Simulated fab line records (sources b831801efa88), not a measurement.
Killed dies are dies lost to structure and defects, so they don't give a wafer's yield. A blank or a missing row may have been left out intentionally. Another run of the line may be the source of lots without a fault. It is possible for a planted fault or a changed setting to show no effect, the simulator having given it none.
Matching of chambers	flow sky130	3 sister chambers for SKY_CAPM_CVD_00 on pecvd-01
The step deposits SiO2, target thk 15.5 nm. 3 wafers are shown with their chamber, then 7 later ones without.

WAFERS, EACH WITH ITS CHAMBER
wafer	chamber	heaterPowerW (W)
L845.4	0	748
L845.5	2	742
L860.4	1	731

WAFERS WITH NO CHAMBER GIVEN
wafer	heaterPowerW (W)
L860.6	698
L861.1	583
L861.2	790
L861.3	763
L862.2	716
L862.4	720
L862.5	691

WHICH CHAMBER EACH ONE RAN IN
wafer	from the rows above	in truth
L860.6	can't be placed: 1 or 2 or 0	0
L861.1	can't be placed: 1 or 2 or 0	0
L861.2	can't be placed: 0 or 2 or 1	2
L861.3	can't be placed: 0 or 2 or 1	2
L862.2	can't be placed: 1 or 2 or 0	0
L862.4	can't be placed: 1 or 2 or 0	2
L862.5	can't be placed: 1 or 2 or 0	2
Placed correctly: 0 of 7. Cannot be placed on the basis of these rows: 7; the candidates contain the true chamber in 7. Placed wrongly: 0.
How it was worked out, from the rows above alone: a wafer's distance from a chamber is the root of the sum, over the readings, of the square of ((its reading less the chamber's mean) divided by the reading's scatter). If the next closest chamber is less than 2 further off than the closest, the wafer can't be placed; otherwise it belongs to the closest. The mean given for a chamber averages the wafers shown for that chamber. The scatter: root of mean squared gap, hidden wafer to nearest shown wafer, with one shown wafer a chamber.
